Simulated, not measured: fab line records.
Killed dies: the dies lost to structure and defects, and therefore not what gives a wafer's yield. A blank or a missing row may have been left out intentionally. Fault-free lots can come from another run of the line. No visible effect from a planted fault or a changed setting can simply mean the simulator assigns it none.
Which tool is to blame? + flow sky130 + 10 lots, 30 wafers sampled, at 5 steps of a route of 708

## WHAT THE GAUGES SHOWED, per wafer
SKY_DNWELL_TW_MEAS_09.
| lot  | measured    | on           | DNWELL_TW      |
|------|-------------|--------------|----------------|
| L519 | day 3 04:27 | filmMetro-03 | 1134 1130 1120 |
| L520 | day 3 07:59 | filmMetro-02 | 1120 1117 1118 |
| L523 | day 4 02:25 | filmMetro-03 | 1135 1130 1129 |
| L524 | day 4 09:47 | filmMetro-03 | 1134 1147 1135 |
| L527 | day 4 21:08 | filmMetro-01 | 1111 1109 1107 |
| L530 | day 5 18:13 | filmMetro-01 | 1124 1123 1113 |
| L531 | day 5 23:29 | filmMetro-03 | 1120 1113 1114 |
| L539 | day 7 16:41 | filmMetro-02 | 1131 1127 1135 |
| L540 | day 7 22:48 | filmMetro-02 | 1120 1116 1120 |
| L541 | day 8 04:20 | filmMetro-02 | 1118 1115 1116 |

SKY_LDD_P_TW_MEAS_11.
| lot  | measured     | on           | LDD_P_TW          |
|------|--------------|--------------|-------------------|
| L519 | day 18 18:16 | filmMetro-03 | 636 637 636       |
| L520 | day 19 07:20 | filmMetro-03 | 640 642 641       |
| L523 | day 20 16:01 | filmMetro-02 | 637 640 640       |
| L524 | day 21 07:27 | filmMetro-01 | 637 635 635       |
| L527 | day 22 08:15 | filmMetro-02 | 640 639 634       |
| L530 | day 23 08:57 | filmMetro-03 | 30 30 30 30 30 30 |
| L531 | day 23 16:59 | filmMetro-03 | 634 632 642       |
| L539 | day 26 07:25 | filmMetro-03 | 639 637 639       |
| L540 | day 26 19:25 | filmMetro-01 | 641 639 642       |
| L541 | day 27 02:35 | filmMetro-01 | 641 646 641       |

## TOOL THAT RAN EACH LOT (tool first, then ch and the chambers of the sampled wafers, then the start)
| lot  | SKY_FIELD_ISO_CMP_27         | SKY_LDD_N_STRIP_16                  | SKY_LDD_P_STRIP_10                  |
|------|------------------------------|-------------------------------------|-------------------------------------|
| L519 | cmp-01 ch 0,1,3, day 2 10:25 | plasmaAsher-02 ch 0,1, day 17 12:14 | plasmaAsher-04 ch 0,1, day 18 18:10 |
| L520 | cmp-01 ch 0,1,2, day 2 14:08 | plasmaAsher-03 ch 0,1, day 18 00:44 | plasmaAsher-04 ch 0,1, day 19 07:14 |
| L523 | cmp-01 ch 0,1, day 3 07:40   | plasmaAsher-01 ch 0,1, day 19 08:59 | plasmaAsher-02 ch 0,1, day 20 15:54 |
| L524 | cmp-02 ch 1,3, day 3 11:38   | plasmaAsher-02 ch 0,1, day 20 00:05 | plasmaAsher-04 ch 0,1, day 21 07:21 |
| L527 | cmp-01 ch 1,2, day 4 01:26   | plasmaAsher-03 ch 0,1, day 21 00:53 | plasmaAsher-02 ch 0,1, day 22 08:09 |
| L530 | cmp-02 ch 0,1,2, day 4 22:09 | plasmaAsher-03 ch 0,1, day 22 02:53 | plasmaAsher-04 ch 0,1, day 23 08:51 |
| L531 | cmp-02 ch 0,1,3, day 5 03:16 | plasmaAsher-02 ch 0,1, day 22 10:53 | plasmaAsher-02 ch 0,1, day 23 16:53 |
| L539 | cmp-01 ch 0,1,2, day 6 18:25 | plasmaAsher-01 ch 0, day 25 02:29   | plasmaAsher-04 ch 0,1, day 26 07:19 |
| L540 | cmp-02 ch 1,2,3, day 6 22:48 | plasmaAsher-02 ch 0,1, day 25 13:47 | plasmaAsher-03 ch 0,1, day 26 19:19 |
| L541 | cmp-02 ch 1,2,3, day 7 05:40 | plasmaAsher-02 ch 0,1, day 25 20:47 | plasmaAsher-04 ch 0,1, day 27 02:29 |
- SKY_FIELD_ISO_CMP_27: polishes, stops on Si3N4, t overpolish 16 s, target thk 457.8 nm.
- SKY_LDD_N_STRIP_16: strips in O2/N2.
- SKY_LDD_P_STRIP_10: strips in O2/N2.

## AS READ BY THE TOOLS THEMSELVES (means over the sampled wafers that have a number; for cases with no such wafer, the mark the record gives instead)
SKY_FIELD_ISO_CMP_27.
| lot  | tool   | motorCurrentA (A) | overpolishRunS (s) | timeToEndpointS (s) |
|------|--------|-------------------|--------------------|---------------------|
| L519 | cmp-01 | 13.1              | 15.989             | 115                 |
| L520 | cmp-01 | 13.0              | 15.997             | 109                 |
| L523 | cmp-01 | 13.0              | 16.004             | 110                 |
| L524 | cmp-02 | 12.3              | 16.005             | 116                 |
| L527 | cmp-01 | 13.0              | 15.991             | 109                 |
| L530 | cmp-02 | 10.9              | 15.997             | 113                 |
| L531 | cmp-02 | 11.5              | 16.001             | 112                 |
| L539 | cmp-01 | 12.8              | 16.003             | 109                 |
| L540 | cmp-02 | 11.4              | 16.000             | 115                 |
| L541 | cmp-02 | 11.2              | 15.997             | 118                 |

SKY_LDD_N_STRIP_16.
| lot  | tool           | chamberPressureMTorr (mTorr) | drypumpMotorCurrentA (A) | oesProductAu (a.u.) | stripTimeToEndpointS (s) |
|------|----------------|------------------------------|--------------------------|---------------------|--------------------------|
| L519 | plasmaAsher-02 | 1498.5                       | 5.9                      | 0.407               | 4.303                    |
| L520 | plasmaAsher-03 | 1501.0                       | 5.4                      | 0.410               | 4.322                    |
| L523 | plasmaAsher-01 | 1499.3                       | 6.4                      | 0.406               | 4.311                    |
| L524 | plasmaAsher-02 | 1501.6                       | 6.0                      | 0.408               | 4.323                    |
| L527 | plasmaAsher-03 | 1501.2                       | 5.2                      | 0.411               | 4.308                    |
| L530 | plasmaAsher-03 | 1515.6                       | 5.2                      | 0.589               | -                        |
| L531 | plasmaAsher-02 | 1501.2                       | 6.0                      | 0.402               | 4.315                    |
| L539 | plasmaAsher-01 | 1500.1                       | 6.6                      | 0.409               | 4.315                    |
| L540 | plasmaAsher-02 | 1500.5                       | 5.8                      | 0.408               | 4.298                    |
| L541 | plasmaAsher-02 | 1499.2                       | 5.9                      | 0.406               | 4.307                    |

SKY_LDD_P_STRIP_10.
| lot  | tool           | chamberPressureMTorr (mTorr) | drypumpMotorCurrentA (A) | oesProductAu (a.u.) | stripTimeToEndpointS (s) |
|------|----------------|------------------------------|--------------------------|---------------------|--------------------------|
| L519 | plasmaAsher-04 | 1500.3                       | 5.7                      | 0.719               | 14.16                    |
| L520 | plasmaAsher-04 | 1500.5                       | 5.5                      | 0.712               | 14.19                    |
| L523 | plasmaAsher-02 | 1499.9                       | 6.0                      | 0.713               | 14.15                    |
| L524 | plasmaAsher-04 | 1500.2                       | 5.7                      | 0.716               | 14.17                    |
| L527 | plasmaAsher-02 | 1499.7                       | 5.8                      | 0.718               | 14.26                    |
| L530 | plasmaAsher-04 | 1498.9                       | 5.7                      | 0.716               | 17.84                    |
| L531 | plasmaAsher-02 | 1501.1                       | 6.0                      | 0.722               | 14.25                    |
| L539 | plasmaAsher-04 | 1499.3                       | 5.7                      | 0.717               | 14.21                    |
| L540 | plasmaAsher-03 | 1499.7                       | 5.2                      | 0.715               | 14.23                    |
| L541 | plasmaAsher-04 | 1499.4                       | 5.5                      | 0.713               | 14.26                    |

## THE ANSWER, worked out from the rows above alone
Rule: the lots themselves supply what counts as usual. The widest of any qualifying gaps counts: lots, ordered by their means at a reading, are off when they make up no more than a third of the lots, leave a main group of 4 or more, and stand apart from it by 3 or more times the standard deviation of that group's means. The tables above print the reading to a certain number of digits; a main group whose means all agree to those digits is not used. A lot without any number at a reading at which 4 lots or more have one is off too. All remaining lots with rows at the step are treated as sound. After the gauges, taken in route order, come the tools' own readings; for these a lot's mean is taken, as printed above. The first step at which some lot is off is used, and at that step the reading that is off furthest; a lot without a number counts as furthest.
Off: at SKY_LDD_P_TW_MEAS_11 (LDD_P_TW), L530. The main group: mean 639, standard deviation 2.3.
If a tool, at a process step before that reading, ran all the lots that are off and no sound lot after the first of them, it fits. The gauges at SKY_LDD_P_TW_MEAS_11 aren't tried: what is off there is off at SKY_LDD_N_STRIP_16 too, on other tools, and a gauge's error can't cause that. One fits: SKY_LDD_N_STRIP_16 on plasmaAsher-03. Its last sound lot is L527 (day 21 00:53), its first lot that is off L530 (day 22 02:53): a fault that began between those two fits.
The tool's own readings at SKY_LDD_N_STRIP_16 bear it out: on the lots that are off they differ by more than 5 times the standard deviation of the sound lots' means. chamberPressureMTorr reads 1515.6 mTorr there against 1500.3 mTorr on the sound lots; oesProductAu reads 0.589 a.u. there against 0.407 a.u. on the sound lots.
Blank at SKY_LDD_N_STRIP_16 on the lots that are off, where sound lots have numbers: stripTimeToEndpointS.

## WHAT THE SIMULATOR PUT IN
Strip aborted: plasmaAsher-03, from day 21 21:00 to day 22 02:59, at SKY_LDD_N_STRIP_16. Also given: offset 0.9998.
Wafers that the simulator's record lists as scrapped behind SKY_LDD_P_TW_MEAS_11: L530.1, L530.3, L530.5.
Shown lots that were struck: L530. The rule given above showed the same thing.
